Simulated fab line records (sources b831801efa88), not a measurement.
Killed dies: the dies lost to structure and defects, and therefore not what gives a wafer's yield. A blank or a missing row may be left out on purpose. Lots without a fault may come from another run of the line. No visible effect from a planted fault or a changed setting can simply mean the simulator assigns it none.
Which tool did it? / flow sky130 / 12 lots (36 wafers sampled), 1 step of a 708-step route

WHAT THE GAUGES SHOWED, per wafer
SKY_VT_ADJUST_HVTR_CD_MEAS_07 targets a cd of 380 nm.
lot=L075; measured=day 9 12:32; on=cd sem-01; cd nm (nm)=381.6 380.9 381.2
lot=L077; measured=day 10 01:23; on=cd sem-02; cd nm (nm)=381.9 381.0 379.9
lot=L079; measured=day 10 19:40; on=cd sem-02; cd nm (nm)=380.2 377.9 380.3
lot=L081; measured=day 11 03:02; on=cd sem-01; cd nm (nm)=381.1 380.2 380.6
lot=L083; measured=day 11 22:40; on=cd sem-02; cd nm (nm)=383.6 383.7 384.0
lot=L085; measured=day 12 12:34; on=cd sem-02; cd nm (nm)=382.8 385.0 383.6
lot=L086; measured=day 14 19:17; on=cd sem-01; cd nm (nm)=380.0 380.5 380.6
lot=L087; measured=day 14 20:44; on=cd sem-02; cd nm (nm)=381.4 381.5 381.4
lot=L088; measured=day 14 23:41; on=cd sem-01; cd nm (nm)=377.7 378.2 380.1
lot=L093; measured=day 15 11:28; on=cd sem-01; cd nm (nm)=381.6 381.0 383.0
lot=L095; measured=day 15 20:17; on=cd sem-01; cd nm (nm)=381.4 380.2 378.7
lot=L097; measured=day 16 14:43; on=cd sem-01; cd nm (nm)=378.6 380.4 380.8

WHAT TOOL EACH LOT RAN ON (gives the tool, then ch and the chambers of the sampled wafers, and finally the start)
No process step before these readings appears in the record.

THE ANSWER, worked out from the rows above alone
Rule: what is usual is taken from the lots themselves. Put in order of their means at a reading, lots are off if they are a third of the lots or fewer, leave a main group of 4 or more, and stand apart from it by a gap of 3 or more times the standard deviation of the main group's means; of several such gaps the widest counts. The tables above print the reading to a certain number of digits; a main group whose means all agree to those digits is not used. Also off: a lot with no number at a reading for which 4 or more lots have one. Where the step has rows for the other lots, those lots are counted as sound.
Across all readings shown, no lot is off: no conclusion can be drawn from this.

WHAT THE SIMULATOR PUT IN
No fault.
